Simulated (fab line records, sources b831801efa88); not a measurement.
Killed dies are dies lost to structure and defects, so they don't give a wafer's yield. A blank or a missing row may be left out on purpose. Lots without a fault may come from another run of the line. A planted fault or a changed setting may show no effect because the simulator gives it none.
fab line records | flow gf180mcu | part 1 of 2: steps 1 to 26 of 35
record lots=5 wafers=15 last_day=34
route steps=602 shown M3@411 V3@429
lots that met no fault: from a run of the same line without faults
start_h: hours from the record's first day to the start of the lot's first wafer shown | wait_h: hours since the lot's step before | " the same as in the row above | L1.1+2: a row that stands for several wafers | - no value, or no start given | * or withheld: withheld | < > ~ a bound
route shown NAME@n: a module of which the file shows steps, and the number in the route of the first | usual: mean/standard deviation of fault-free wafers | same: alike in all rows | chamber/n: place in a boat | sites: the reading at each site | _std_site: their standard deviation | _edge_site: outer sites' mean less inner sites' | radius_mm: how far each site lies from the wafer's centre | mask NAME#n: copy n | behind: the tool/chamber that last shaped the wafer | hold: why the lot was held/for how many hours/how that ended | device: the transistor (n, p or np) that didn't switch | end of line: the same wafers' tests at the end of the route | a step without rows: its recipe alone | killed: dies lost to structure and defects at the first sort, not the wafer's yield | map: a wafer's dies, x killed, . not, _ none there
set.NAME: the setting as run; set.NAME@STEP: as run at that earlier step | model.NAME: the simulator's own value behind a step, which no gauge read
lots at some steps of the route; a table a step, a row a wafer
services: from which hour (start_h, from the record's first day; less than 0 if before it) a tool's chamber was out of use, for how many hours, and why
## steps
# step GF_M3_SPUTTER_02
# recipe material=AlCu target_thk_nm=450 power_w=10600 time_s=23.9 chamber_pressure_pa=0.4
# usual throttle_valve_pct=30.6/0.92
# columns lot.wafer tool chamber start_h wait_h throttle_valve_pct
L075.1 pvd_sputter-04 - 474.98 0.0 29.2
L075.2 " - " " 29.8
L075.4 " - " " 30.9
L080.2 pvd_sputter-03 - 517.14 0.0 32.2
L080.3 " - " " 31.5
L080.5 " - " " 31.4
L084.2 pvd_sputter-04 - 554.84 0.0 29.5
L084.3 " - " " 29.4
L084.5 " - " " 30.5
L092.1 pvd_sputter-02 - 613.69 0.0 30.4
L092.4 " - " " 30.8
L092.6 " - " " 30.4
L096.2 pvd_sputter-03 - 642.24 0.0 30.3
L096.5 " - " " 30.3
L096.6 " - " " 31.6
# step GF_M3_SPUTTER_03
# recipe material=Ti target_thk_nm=10 substrate_temp_c=300 chamber_pressure_pa=0.3 power_w=3000 time_s=6.7
# usual throttle_valve_pct=30.5/0.92
# columns lot.wafer tool chamber start_h wait_h throttle_valve_pct
L075.1 pvd_sputter-04 - 475.01 0.0 29.1
L075.2 " - " " 29.4
L075.4 " - " " 30.5
L080.2 pvd_sputter-03 - 517.17 0.0 32.3
L080.3 " - " " 31.5
L080.5 " - " " 31.5
L084.2 pvd_sputter-04 - 554.87 0.0 29.0
L084.3 " - " " 29.7
L084.5 " - " " 30.6
L092.1 pvd_sputter-02 - 613.72 0.0 30.7
L092.4 " - " " 30.8
L092.6 " - " " 30.9
L096.2 pvd_sputter-03 - 642.27 0.0 29.8
L096.5 " - " " 29.8
L096.6 " - " " 31.3
# step GF_M3_SPUTTER_04
# recipe material=TiN target_thk_nm=50 power_w=6255 time_s=41.7 chamber_pressure_pa=0.4
# usual throttle_valve_pct=30.6/0.91
# columns lot.wafer tool chamber start_h wait_h throttle_valve_pct
L075.1 pvd_sputter-04 - 475.03 0.0 29.4
L075.2 " - " " 29.6
L075.4 " - " " 30.5
L080.2 pvd_sputter-03 - 517.19 0.0 32.4
L080.3 " - " " 31.6
L080.5 " - " " 31.6
L084.2 pvd_sputter-04 - 554.89 0.0 29.6
L084.3 " - " " 29.4
L084.5 " - " " 30.7
L092.1 pvd_sputter-02 - 613.74 0.0 30.4
L092.4 " - " " 30.8
L092.6 " - " " 30.6
L096.2 pvd_sputter-03 - 642.29 0.0 29.7
L096.5 " - " " 29.9
L096.6 " - " " 31.5
# step GF_M3_RS_MEAS_05
# recipe thk_meas_gauge=four-point-probe reads=TiN_of_M3_SPUTTER_04+Ti_of_M3_SPUTTER_03+AlCu_of_M3_SPUTTER_02+TiN_of_M3_SPUTTER_01+Ti_of_M3_SPUTTER_00
# usual M3_ALCU_RS=0.0696/0.00092
# columns lot.wafer tool chamber start_h wait_h M3_ALCU_RS[ohm/sq]
L075.1 film_metro-02 - 475.07 0.0 0.0695
L075.2 " - " " 0.0693
L075.4 " - " " 0.0692
L080.2 film_metro-02 - 517.25 0.0 0.0686
L080.3 " - " " 0.0684
L080.5 " - " " 0.0691
L084.2 film_metro-04 - 554.95 0.0 0.0699
L084.3 " - " " 0.0706
L084.5 " - " " 0.0702
L092.1 film_metro-02 - 613.78 0.0 0.0718
L092.4 " - " " 0.0709
L092.6 " - " " 0.0711
L096.2 film_metro-04 - 642.35 0.0 0.0700
L096.5 " - " " 0.0697
L096.6 " - " " 0.0694
# step GF_M3_THK_MEAS_06
# recipe thk_meas_gauge=xrf reads=AlCu_of_M3_SPUTTER_02
# usual M3_ALCU_THK=447/6.7
# columns lot.wafer tool chamber start_h wait_h M3_ALCU_THK[nm]
L075.1 film_metro-02 - 475.19 0.1 452
L075.2 " - " " 453
L075.4 " - " " 456
L080.2 film_metro-02 - 517.36 0.1 459
L080.3 " - " " 460
L080.5 " - " " 457
L084.2 film_metro-04 - 555.06 0.1 444
L084.3 " - " " 438
L084.5 " - " " 444
L092.1 film_metro-02 - 613.90 0.1 436
L092.4 " - " " 440
L092.6 " - " " 441
L096.2 film_metro-04 - 642.46 0.1 444
L096.5 " - " " 444
L096.6 " - " " 446
# step GF_M3_DEHYDRATE_07
# recipe temp_c=200 time_s=60
# usual resist_line_temp_C=23.00/0.11
# columns lot.wafer tool chamber start_h wait_h resist_line_temp_C
L075.1 litho_track-02 0 486.34 11.1 23.04
L075.2 " 0 " " 23.04
L075.4 " 0 " " 23.13
L080.2 litho_track-02 0 528.86 11.5 22.97
L080.3 " 0 " " 23.13
L080.5 " 0 " " 23.03
L084.2 litho_track-02 0 565.11 10.0 23.02
L084.3 " 0 " " 22.93
L084.5 " 0 " " 22.93
L092.1 litho_track-03 0 623.80 9.9 23.05
L092.4 " 0 " " 22.86
L092.6 " 0 " " 23.09
L096.2 litho_track-01 0 651.75 9.3 22.97
L096.5 " 0 " " 23.01
L096.6 " 0 " " 22.89
# step GF_M3_HMDS_08
# recipe prime_time_s=60 prime_temp_c=120
# usual resist_line_temp_C=23.01/0.11
# columns lot.wafer tool chamber start_h wait_h resist_line_temp_C
L075.1 litho_track-02 0 486.49 0.1 22.96
L075.2 " 0 " " 23.07
L075.4 " 0 " " 23.00
L080.2 litho_track-02 0 529.01 0.1 22.94
L080.3 " 0 " " 23.11
L080.5 " 0 " " 23.00
L084.2 litho_track-02 0 565.26 0.1 23.17
L084.3 " 0 " " 22.96
L084.5 " 0 " " 23.11
L092.1 litho_track-03 0 623.95 0.1 22.85
L092.4 " 0 " " 22.96
L092.6 " 0 " " 23.09
L096.2 litho_track-01 0 651.90 0.1 22.89
L096.5 " 0 " " 23.02
L096.6 " 0 " " 23.02
# step GF_M3_COAT_09
# recipe resist=KrF spin_rpm=withheld resist_thk_nm=1000
# usual dispense_pressure_kPa=48/3.3 resist_line_temp_C=22.98/0.11
# columns lot.wafer tool chamber start_h wait_h dispense_pressure_kPa resist_line_temp_C
L075.1 litho_track-02 0 486.64 0.1 44 23.24
L075.2 " 0 " " 44 22.90
L075.4 " 0 " " 44 23.02
L080.2 litho_track-02 0 529.16 0.1 44 22.89
L080.3 " 0 " " 44 23.05
L080.5 " 0 " " 44 23.05
L084.2 litho_track-02 0 565.41 0.1 44 22.86
L084.3 " 0 " " 44 22.88
L084.5 " 0 " " 44 22.93
L092.1 litho_track-03 0 624.10 0.1 51 22.90
L092.4 " 0 " " 51 22.83
L092.6 " 0 " " 51 22.88
L096.2 litho_track-01 0 652.05 0.1 50 23.05
L096.5 " 0 " " 49 23.17
L096.6 " 0 " " 50 23.20
# step GF_M3_SOFTBAKE_10
# recipe temp_c=130 time_s=60 resist=KrF
# usual resist_line_temp_C=23.01/0.096
# columns lot.wafer tool chamber start_h wait_h resist_line_temp_C
L075.1 litho_track-02 0 486.79 0.1 23.05
L075.2 " 0 " " 23.10
L075.4 " 0 " " 22.98
L080.2 litho_track-02 0 529.31 0.1 22.88
L080.3 " 0 " " 22.92
L080.5 " 0 " " 22.94
L084.2 litho_track-02 0 565.56 0.1 23.01
L084.3 " 0 " " 22.93
L084.5 " 0 " " 22.94
L092.1 litho_track-03 0 624.25 0.1 22.99
L092.4 " 0 " " 23.06
L092.6 " 0 " " 23.10
L096.2 litho_track-01 0 652.20 0.1 23.02
L096.5 " 0 " " 23.05
L096.6 " 0 " " 23.14
# step GF_M3_EXPOSE_11
# recipe mask_id=Metal3 target_cd_nm=280 na=0.68 source_shape=conventional sigma_outer=0.6 dose_mj=28
# usual reticle_temp_C=23.00/0.1
# columns lot.wafer tool chamber start_h wait_h mask reticle_temp_C
L075.1 krf_scanner-02 0 - - Metal3#0 22.83
L075.2 " 0 " " Metal3#0 23.11
L075.4 " 0 " " Metal3#0 22.90
L080.2 krf_scanner-02 0 - - Metal3#0 22.91
L080.3 " 0 " " Metal3#0 23.14
L080.5 " 0 " " Metal3#0 22.99
L084.2 krf_scanner-02 0 - - Metal3#0 22.98
L084.3 " 0 " " Metal3#0 22.85
L084.5 " 0 " " Metal3#0 22.96
L092.1 krf_scanner-02 0 - - Metal3#0 23.19
L092.4 " 0 " " Metal3#0 23.06
L092.6 " 0 " " Metal3#0 23.11
L096.2 krf_scanner-02 0 - - Metal3#0 22.98
L096.5 " 0 " " Metal3#0 22.98
L096.6 " 0 " " Metal3#0 23.11
# step GF_M3_PEB_12
# recipe peb_temp_c=135 peb_time_s=90 resist=KrF
# usual resist_line_temp_C=23.00/0.1
# columns lot.wafer tool chamber start_h wait_h resist_line_temp_C
L075.1 litho_track-02 0 - - 22.91
L075.2 " 0 " " 22.88
L075.4 " 0 " " 23.00
L080.2 litho_track-02 0 - - 22.87
L080.3 " 0 " " 23.00
L080.5 " 0 " " 22.93
L084.2 litho_track-03 0 - - 22.95
L084.3 " 0 " " 22.85
L084.5 " 0 " " 22.88
L092.1 litho_track-03 0 - - 22.93
L092.4 " 0 " " 23.18
L092.6 " 0 " " 23.20
L096.2 litho_track-01 0 - - 23.04
L096.5 " 0 " " 22.83
L096.6 " 0 " " 22.90
# step GF_M3_DEVELOP_13
# recipe develop_time_s=60 dev_temp_c=21
# usual resist_line_temp_C=22.99/0.1
# same develop_time_s=60
# columns lot.wafer tool chamber start_h wait_h resist_line_temp_C
L075.1 litho_track-02 0 498.64 0.2 22.92
L075.2 " 0 " " 23.05
L075.4 " 0 " " 23.00
L080.2 litho_track-02 0 540.01 0.2 22.74
L080.3 " 0 " " 22.88
L080.5 " 0 " " 22.94
L084.2 litho_track-03 0 576.63 0.2 23.04
L084.3 " 0 " " 23.02
L084.5 " 0 " " 23.00
L092.1 litho_track-03 0 633.40 0.2 23.06
L092.4 " 0 " " 23.01
L092.6 " 0 " " 23.04
L096.2 litho_track-01 0 661.90 0.2 22.71
L096.5 " 0 " " 22.81
L096.6 " 0 " " 22.97
# step GF_M3_CD_MEAS_14
# recipe target_cd_nm=280
# usual cd_nm=279.7/1.2
# columns lot.wafer tool chamber start_h wait_h cd_nm
L075.1 cd_sem-01 - 498.79 0.1 279.8
L075.2 " - " " 278.5
L075.4 " - " " 280.2
L080.2 cd_sem-02 - 540.16 0.1 279.7
L080.3 " - " " 279.9
L080.5 " - " " 280.3
L084.2 cd_sem-01 - 576.82 0.2 280.1
L084.3 " - " " 280.3
L084.5 " - " " 280.8
L092.1 cd_sem-02 - 633.55 0.1 281.1
L092.4 " - " " 280.6
L092.6 " - " " 278.6
L096.2 cd_sem-02 - 662.04 0.1 278.2
L096.5 " - " " 278.4
L096.6 " - " " 277.1
# step GF_M3_OVL_MEAS_15
# usual M3_OVL=0/5
# columns lot.wafer tool chamber start_h wait_h M3_OVL[nm]
L075.1 overlay-02 - 498.91 0.1 5
L075.2 " - " " -3
L075.4 " - " " -1
L080.2 overlay-02 - 540.27 0.1 3
L080.3 " - " " 6
L080.5 " - " " 5
L084.2 overlay-01 - 576.93 0.1 1
L084.3 " - " " -1
L084.5 " - " " -1
L092.1 overlay-01 - 633.71 0.1 -9
L092.4 " - " " -10
L092.6 " - " " -7
L096.2 overlay-01 - 662.15 0.1 4
L096.5 " - " " 3
L096.6 " - " " 0
# step GF_M3_METAL_ETCH_16
# recipe chemistry=Cl2/BCl3 mask_material=KrF target_depth_nm=750.8 stop_on=SiO2 pressure_mtorr=8 icp_w=800 bias_w=140 Cl2_flow_sccm=80 bcl3_flow_sccm=40 time_s=125.1
# usual drypump_motor_current_A=5.8/0.44 oes_product_au=0.992/0.0055 throttle_valve_pct=28.226/0.0094
# columns lot.wafer tool chamber start_h wait_h drypump_motor_current_A oes_product_au rf_hours_counter_h throttle_valve_pct
L075.1 rie_metal-03 0 498.95 0.0 6.1 0.998 3 28.214
L075.2 " 1 " " 6.3 0.989 11 28.235
L075.4 " 1 " " 6.4 0.991 - 28.236
L080.2 rie_metal-01 1 540.30 0.0 5.9 0.996 10 28.216
L080.3 " 0 " " 5.4 0.994 - 28.228
L080.5 " 1 " " 5.9 0.988 - 28.240
L084.2 rie_metal-03 1 576.96 0.0 6.4 0.987 13 28.237
L084.3 " 1 " " 6.4 0.992 - 28.231
L084.5 " 0 " " 6.1 0.996 - 28.222
L092.1 rie_metal-01 1 633.74 0.0 5.8 0.989 14 28.212
L092.4 " 0 " " 5.5 0.996 - 28.215
L092.6 " 1 " " 5.9 0.999 - 28.233
L096.2 rie_metal-01 0 662.22 0.1 5.5 0.992 - 28.237
L096.5 " 0 " " 5.5 0.990 - 28.238
L096.6 " 0 " " 5.5 0.986 - 28.216
# step GF_M3_STRIP_17
# recipe chemistry=O2/N2 power_w=1400 pressure_mtorr=1500 platen_temp_c=250 o2_flow_sccm=3000 n2_flow_sccm=300 overash_fraction=0.5
# usual drypump_motor_current_A=5.8/0.56 heater_power_w=359/42 oes_product_au=0.536/0.0052 strip_time_to_endpoint_s=7.35/0.051
# same overash_fraction=0.5
# columns lot.wafer tool chamber start_h wait_h drypump_motor_current_A heater_power_w oes_product_au rf_hours_counter_h strip_time_to_endpoint_s
L075.1 plasma_asher-01 0 499.08 0.1 5.7 376 0.536 8 7.31
L075.2 " 1 " " 6.0 329 0.541 8 7.41
L075.4 " 1 " " 6.0 322 0.537 - 7.39
L080.2 plasma_asher-04 1 540.42 0.1 4.6 345 0.538 80 7.37
L080.3 " 1 " " 4.6 334 0.534 - 7.32
L080.5 " 1 " " 4.6 344 0.540 - 7.38
L084.2 plasma_asher-02 1 577.09 0.1 6.2 461 0.534 46 7.42
L084.3 " 0 " " 6.3 369 0.535 - 7.43
L084.5 " 0 " " 6.2 370 0.525 - 7.30
L092.1 plasma_asher-01 1 633.87 0.1 6.1 321 0.533 22 7.34
L092.4 " 0 " " 5.6 365 0.536 - 7.40
L092.6 " 1 " " 6.1 313 0.536 - 7.35
L096.2 plasma_asher-01 0 662.43 0.2 5.7 380 0.541 25 7.45
L096.5 " 0 " " 5.7 379 0.544 - 7.41
L096.6 " 1 " " 6.0 327 0.550 - 7.42
# step GF_M3_STRIP_18
# recipe chemistry=post_etch_residue_remover time_s=1200 temp_c=72.5
# usual bath_guard_temp_C=72.2/0.37
# columns lot.wafer tool chamber start_h wait_h bath_guard_temp_C
L075.1 wet_bench-01 1 499.18 0.1 71.9
L075.2 " 1 " " 72.4
L075.4 " 1 " " 72.0
L080.2 wet_bench-01 3 540.52 0.1 72.6
L080.3 " 3 " " 72.5
L080.5 " 3 " " 72.5
L084.2 wet_bench-02 0 577.19 0.1 72.7
L084.3 " 0 " " 72.8
L084.5 " 0 " " 72.9
L092.1 wet_bench-02 2 633.97 0.1 72.6
L092.4 " 2 " " 72.7
L092.6 " 2 " " 72.4
L096.2 wet_bench-01 2 662.53 0.1 71.8
L096.5 " 2 " " 71.8
L096.6 " 2 " " 71.4
# step GF_M3_CLEAN_19
# recipe chemistry=DIW dry=n2_spin
# columns lot.wafer tool chamber start_h wait_h
L075.1+2+4 wet_bench-03 3 499.52 0.0
L080.2+3+5 wet_bench-03 0 540.87 0.0
L084.2+3+5 wet_bench-03 2 577.56 0.0
L092.1+4+6 wet_bench-01 3 634.31 0.0
L096.2+5+6 wet_bench-03 0 662.88 0.0
# step GF_V3_CVD_00
# recipe material=SiO2 target_thk_nm=600 sigma_open_frac=0.3 temp_c=400 time_s=100 sih4_flow_sccm=60 pressure_mtorr=6
# columns lot.wafer tool chamber start_h wait_h
L075.1+2+4 hdpcvd-01 2,1,1 499.61 0.0
L080.2+3+5 hdpcvd-02 0,1,1 540.96 0.0
L084.2+3+5 hdpcvd-01 0,2,1 577.65 0.0
L092.1+4+6 hdpcvd-02 1,1,0 634.40 0.0
L096.2+5+6 hdpcvd-02 1,2,0 662.97 0.0
# step GF_V3_THK_MEAS_01
# recipe reads=SiO2_of_V3_CVD_00
# usual V3_CVD_00_THK=601/5.6
# columns lot.wafer tool chamber start_h wait_h V3_CVD_00_THK[nm]
L075.1 film_metro-01 - 499.68 0.0 591
L075.2 " - " " 603
L075.4 " - " " 598
L080.2 film_metro-02 - 541.04 0.0 602
L080.3 " - " " 601
L080.5 " - " " 606
L084.2 film_metro-02 - 577.73 0.0 600
L084.3 " - " " 602
L084.5 " - " " 594
L092.1 film_metro-02 - 634.62 0.2 601
L092.4 " - " " 603
L092.6 " - " " 596
L096.2 film_metro-02 - 663.05 0.0 606
L096.5 " - " " 595
L096.6 " - " " 602
# step GF_V3_CVD_02
# recipe material=SiO2 target_thk_nm=850 precursor=TEOS temp_c=400 time_s=94.851 rf_w=600
# usual heater_power_w=682/100
# columns lot.wafer tool chamber start_h wait_h heater_power_w
L075.1 pecvd-01 2 499.74 0.1 759
L075.2 " 1 " " 536
L075.4 " 2 " " 820
L080.2 pecvd-02 0 541.09 0.0 655
L080.3 " 2 " " 607
L080.5 " 0 " " 546
L084.2 pecvd-01 1 577.78 0.0 582
L084.3 " 0 " " 701
L084.5 " 2 " " 797
L092.1 pecvd-03 1 634.68 0.1 599
L092.4 " 1 " " 639
L092.6 " 2 " " 763
L096.2 pecvd-02 1 663.10 0.0 721
L096.5 " 1 " " 802
L096.6 " 2 " " 597
# step GF_V3_THK_MEAS_03
# recipe reads=SiO2_of_V3_CVD_02
# usual V3_CVD_02_THK=852/10
# columns lot.wafer tool chamber start_h wait_h V3_CVD_02_THK[nm]
L075.1 film_metro-02 - 499.81 0.0 840
L075.2 " - " " 842
L075.4 " - " " 852
L080.2 film_metro-01 - 541.17 0.0 843
L080.3 " - " " 860
L080.5 " - " " 866
L084.2 film_metro-03 - 577.86 0.0 848
L084.3 " - " " 841
L084.5 " - " " 857
L092.1 film_metro-01 - 634.75 0.0 843
L092.4 " - " " 859
L092.6 " - " " 869
L096.2 film_metro-03 - 663.18 0.0 836
L096.5 " - " " 848
L096.6 " - " " 841
# step GF_V3_CMP_04
# recipe material=SiO2 down_force_psi=4 platen_rpm=60 pad_velocity_m_s=0.94248
# usual motor_current_A=12.0/0.73 slurry_filter_dp_kPa=13.49/0.13 time_to_endpoint_s=83/5.9
# columns lot.wafer tool chamber start_h wait_h motor_current_A slurry_filter_dp_kPa time_to_endpoint_s
L075.4 cmp-02 1 499.87 0.0 11.2 13.27 85
L075.1 " 3 " " 12.0 13.49 84
L075.2 " 0 " " 12.1 13.28 85
L080.2 cmp-02 0 541.39 0.2 11.8 13.65 85
L080.3 " 2 " " 13.6 13.66 92
L080.5 " 3 " " 11.6 13.43 95
L084.2 cmp-02 2 577.96 0.1 13.3 13.39 80
L084.3 " 3 " " 11.7 13.64 73
L084.5 " 2 " " 13.7 13.76 84
L092.1 cmp-02 2 634.86 0.1 13.2 13.43 83
L092.4 " 0 " " 12.0 13.43 82
L092.6 " 1 " " 12.2 13.34 84
L096.2 cmp-01 1 663.33 0.1 11.7 13.29 80
L096.6 " 3 " " 11.6 13.40 82
L096.5 " 0 " " 12.7 13.42 79
# step GF_V3_BOW_MEAS_05
# recipe mode=bow
# usual V3_BOW=119/9.5
# columns lot.wafer tool chamber start_h wait_h V3_BOW[um]
L075.1 film_metro-02 - 500.17 0.1 116
L075.2 " - " " 119
L075.4 " - " " 118
L080.2 film_metro-03 - 541.66 0.2 115
L080.3 " - " " 106
L080.5 " - " " 114
L084.2 film_metro-03 - 578.23 0.2 121
L084.3 " - " " 120
L084.5 " - " " 124
L092.1 film_metro-02 - 635.11 0.2 131
L092.4 " - " " 115
L092.6 " - " " 114
L096.2 film_metro-03 - 663.55 0.2 111
L096.5 " - " " 112
L096.6 " - " " 109
# step GF_V3_DEHYDRATE_06
# recipe temp_c=200 time_s=60
# usual resist_line_temp_C=23.00/0.11
# columns lot.wafer tool chamber start_h wait_h resist_line_temp_C
L075.1 litho_track-02 0 511.44 11.2 22.91
L075.2 " 0 " " 22.85
L075.4 " 0 " " 22.86
L080.2 litho_track-04 0 552.71 11.0 22.94
L080.3 " 0 " " 22.97
L080.5 " 0 " " 23.00
L084.2 litho_track-04 0 588.06 9.8 23.09
L084.3 " 0 " " 23.00
L084.5 " 0 " " 23.35
L092.1 litho_track-01 0 644.32 9.2 23.12
L092.4 " 0 " " 22.98
L092.6 " 0 " " 23.04
L096.2 litho_track-02 0 672.56 9.0 22.94
L096.5 " 0 " " 23.04
L096.6 " 0 " " 23.12
# step GF_V3_HMDS_07
# recipe prime_time_s=60 prime_temp_c=120
# usual resist_line_temp_C=23.01/0.094
# columns lot.wafer tool chamber start_h wait_h resist_line_temp_C
L075.1 litho_track-02 0 511.59 0.1 23.18
L075.2 " 0 " " 23.05
L075.4 " 0 " " 23.15
L080.2 litho_track-04 0 552.86 0.1 23.03
L080.3 " 0 " " 22.92
L080.5 " 0 " " 22.90
L084.2 litho_track-04 0 588.21 0.1 22.79
L084.3 " 0 " " 22.96
L084.5 " 0 " " 23.06
L092.1 litho_track-01 0 644.47 0.1 22.93
L092.4 " 0 " " 22.87
L092.6 " 0 " " 22.90
L096.2 litho_track-02 0 672.71 0.1 22.90
L096.5 " 0 " " 23.05
L096.6 " 0 " " 23.01
